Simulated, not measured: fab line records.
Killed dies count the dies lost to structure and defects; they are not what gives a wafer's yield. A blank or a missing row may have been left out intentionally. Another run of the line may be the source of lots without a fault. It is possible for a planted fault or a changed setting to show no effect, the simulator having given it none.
Struck lot and sound lot, side by side	flow sfq-line	42 steps out of a route of 325
Sound: the wafers L924.1, L924.2, L924.3. Struck: wafer L935.2 (left out: L935.1, L935.5 of the same lot, which were not struck); the cause appears at the end.
Each step with rows lists, per side, the tool, then ch with its chambers, then its first start. Under that, the readings that differ: sound wafers	struck wafers	difference of the means	sigmas: that difference in standard deviations of wafers without a fault.
alike: words and numbers the same on both sides, and readings whose means are apart by under 2 such deviations; not compared: readings that were withheld, readings missing a value for some wafer, numbers with overlapping values and no deviation given by the record, and bounds like >300 which may hide the same value.
Wherever a step has rows on one side only, a row that says differs or no value, or a row with sigmas, the two part there. Non-overlapping numbers with no deviation appear without sigmas and do not part them. A reading that every wafer of one side lacks parts them only if that side has two wafers or more.

first, 6 steps without rows for these wafers: SFQ_TRILAYER_M0_LITHO_COAT_026 (resist thk 62 nm); SFQ_TRILAYER_M0_LITHO_COAT_021 (resist thk 600 nm); SFQ_TRILAYER_M0_LITHO_SOFTBAKE_025; SFQ_TRILAYER_M0_LITHO_EXPOSE_022 (exposes mask M0, target cd 500 nm); SFQ_TRILAYER_M0_LITHO_PEB_024 (peb time 60 s); SFQ_TRILAYER_M0_LITHO_DEVELOP_023 (time 60 s).
SFQ_M0_OVL_MEAS_906:
  sound: overlay-02 at day 15 14:11; struck: overlay-02 at day 19 13:14
  alike: M0_OVL
then, 2 steps without rows for these wafers: SFQ_TRILAYER_M0_BARC_OPEN_METAL_ETCH_031 (etches BARC in O2, target depth 125 nm, time 41.7 s); SFQ_TRILAYER_M0_ETCH_METAL_ETCH_024 (etches Nb in Cl2/Ar, stops on SiO2, target depth 240 nm, time 120 s).
SFQ_TRILAYER_M0_STRIP_STRIP_025: strips in O2.
  sound on rie-metal-03 ch 0,1, day 15 14:25; struck on rie-metal-02 ch 1, day 19 13:28
  alike: drypump-motor-current-A, oes-product-au
  not compared: rf-hours-counter-h
then, 2 steps without rows for these wafers: SFQ_TRILAYER_M0_STRIP_SOLV_CLEAN_026 (cleans in NMP, time 600 s); SFQ_TRILAYER_I0_DEP_PECVD_027 (deposits SiO2 from SiH4/N2O, time 111.11 s, target thk 500 nm).
SFQ_TRILAYER_I0_CMP_CMP_028: polishes SiO2.
  sound on cmp-02 ch 0,2,3, day 15 15:47; struck on cmp-02 ch 2, day 19 15:52
reading	sound	struck	difference	sigmas
time-to-endpoint-s (s)	203 198 210	278	+74	+10
model.SiO2_of_TRILAYER_I0_DEP_PECVD_027.thk-nm (nm)	199.2 198.2 198.3	303.6	+105.0	
  alike: motor-current-A, platen-rpm
SFQ_I0_BOW_MEAS_907:
  sound: film-metro-02 at day 15 18:17; struck: film-metro-04 at day 19 17:52
  alike: I0_BOW
SFQ_TRILAYER_I0_METRO_MEASURE_029:
  sound: film-metro-02 at day 15 18:25; struck: film-metro-04 at day 19 17:59
reading	sound	struck	difference	sigmas
thk-nm (nm)	199.1 198.2 198.2	303.6	+105.1	+99 or more
then, 6 steps without rows for these wafers: SFQ_TRILAYER_I0_VIA_LITHO_COAT_036 (resist thk 62 nm); SFQ_TRILAYER_I0_VIA_LITHO_COAT_031 (resist thk 650 nm); SFQ_TRILAYER_I0_VIA_LITHO_SOFTBAKE_035; SFQ_TRILAYER_I0_VIA_LITHO_EXPOSE_032 (exposes mask I0, target cd 500 nm); SFQ_TRILAYER_I0_VIA_LITHO_PEB_034 (peb time 60 s); SFQ_TRILAYER_I0_VIA_LITHO_DEVELOP_033 (time 60 s).
-- the record jumps here: 7 days lie between the struck wafers' starts before and after --
SFQ_I0_OVL_MEAS_908:
  sound: overlay-02 at day 15 21:52; struck: overlay-01 at day 26 09:14
  alike: I0_OVL
then, 1 step without rows for these wafers: SFQ_TRILAYER_I0_VIA_BARC_OPEN_VIA_ETCH_046 (etches BARC in O2, target depth 125 nm, time 41.7 s).
SFQ_TRILAYER_I0_VIA_ETCH_VIA_ETCH_034: etches SiO2 in CHF3, stops on Nb, target depth 260 nm.
  sound on rie-diel-01 ch 0,1,2, day 15 21:56; struck on rie-diel-01 ch 2, day 26 09:19
reading	sound	struck	difference	sigmas
oes-product-au (a.u.)	0.850 0.843 0.855	1.002	+0.153	+31
model.etch.depth-nm (nm)	199.2 198.2 198.3	260.7	+62.1	
model.I0.feature-depth-nm (nm)	199.2 198.2 198.3	260.7	+62.1	
  alike: drypump-motor-current-A, rf-fwd-power-W
SFQ_TRILAYER_I0_VIA_STRIP_STRIP_035: strips in O2.
  sound on rie-metal-04 ch 0,1, day 15 22:03; struck on rie-metal-01 ch 1, day 26 09:25
reading	sound	struck	difference	sigmas
oes-product-au (a.u.)	0.989 1.013 1.023	0.975	-0.033	-3
  alike: drypump-motor-current-A
  not compared: rf-hours-counter-h
then, 1 step without rows for these wafers: SFQ_TRILAYER_I0_VIA_STRIP_SOLV_CLEAN_036 (cleans in NMP, time 600 s).
SFQ_TRILAYER_M1_DEP_PRE_CLEAN_038: time 22.5 s.
  sound: pvd-sputter-03 at day 15 22:50; struck: pvd-sputter-05 at day 26 10:12
reading	sound	struck	difference	sigmas
model.SiO2_of_TRILAYER_I0_DEP_PECVD_027.thk-nm (nm)	191.7 190.7 190.8	296.1	+105.0	
then, 1 step without rows for these wafers: SFQ_TRILAYER_M1_DEP_SPUTTER_037 (material Nb, target thk 200 nm, time 133.3 s).
SFQ_M1_RS_MEAS_909: a four-point-probe measurement.
  sound: film-metro-01 at day 15 22:58; struck: film-metro-03 at day 26 10:19
  alike: M1_NB_RS
then, 6 steps without rows for these wafers: SFQ_TRILAYER_M1_LITHO_COAT_044 (resist thk 62 nm); SFQ_TRILAYER_M1_LITHO_COAT_039 (resist thk 600 nm); SFQ_TRILAYER_M1_LITHO_SOFTBAKE_043; SFQ_TRILAYER_M1_LITHO_EXPOSE_040 (exposes mask M1, target cd 500 nm); SFQ_TRILAYER_M1_LITHO_PEB_042 (peb time 60 s); SFQ_TRILAYER_M1_LITHO_DEVELOP_041 (time 60 s).
-- the record jumps here: 6 days lie between the struck wafers' starts before and after --
SFQ_M1_OVL_MEAS_911:
  sound: overlay-01 at day 22 11:17; struck: overlay-01 at day 32 19:53
  alike: M1_OVL
SFQ_TRILAYER_M1_BARC_OPEN_METAL_ETCH_054: etches BARC in O2, target depth 125 nm, time 41.7 s.
  sound on rie-metal-01 ch 0,1, day 22 11:19; struck on rie-metal-03 ch 1, day 32 19:55
  alike: drypump-motor-current-A, oes-product-au, rf-fwd-power-W
  not compared: rf-hours-counter-h
SFQ_TRILAYER_M1_ETCH_METAL_ETCH_042: etches Nb in Cl2/Ar, stops on SiO2, target depth 240 nm, time 120 s.
  sound on rie-metal-01 ch 0,1, day 22 11:23; struck on rie-metal-03 ch 1, day 32 19:58
  alike: drypump-motor-current-A, oes-product-au, rf-fwd-power-W
  not compared: rf-hours-counter-h
then, 2 steps without rows for these wafers: SFQ_TRILAYER_M1_STRIP_STRIP_043 (strips in O2); SFQ_TRILAYER_M1_STRIP_SOLV_CLEAN_044 (cleans in NMP, time 600 s).
SFQ_TRILAYER_I1_DEP_PECVD_045: deposits SiO2 from SiH4/N2O, time 111.11 s, target thk 500 nm.
  sound on pecvd-02 ch 0,1,2, day 22 12:17; struck on pecvd-03 ch 1, day 32 20:52
reading	sound	struck	difference	sigmas
rf-fwd-power-W (W)	184.0 183.3 181.8	181.8	-1.2	-2
  alike: heater-power-outer-w, heater-power-w, throttle-valve-pct
-- the record jumps here: 60 days lie between the struck wafers' starts before and after --
SFQ_M8_BOW_MEAS_951:
  sound: film-metro-01 at day 89 06:23; struck: film-metro-02 at day 92 23:26
reading	sound	struck	difference	sigmas
model.etest.i0.link-ohm	1.935 1.971 1.971	1e+06	+1e+06	
  alike: M8_BOW

WHERE THEY PART
At SFQ_TRILAYER_I0_CMP_CMP_028 first; at SFQ_TRILAYER_I1_DEP_PECVD_045 last (within this record only). Later steps at which nothing parts them and some readings are alike: SFQ_M8_BOW_MEAS_951.

WHY: what had been put in by the simulator
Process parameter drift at SFQ_TRILAYER_I0_CMP_CMP_028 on cmp-02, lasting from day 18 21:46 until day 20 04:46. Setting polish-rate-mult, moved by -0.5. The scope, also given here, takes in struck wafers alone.
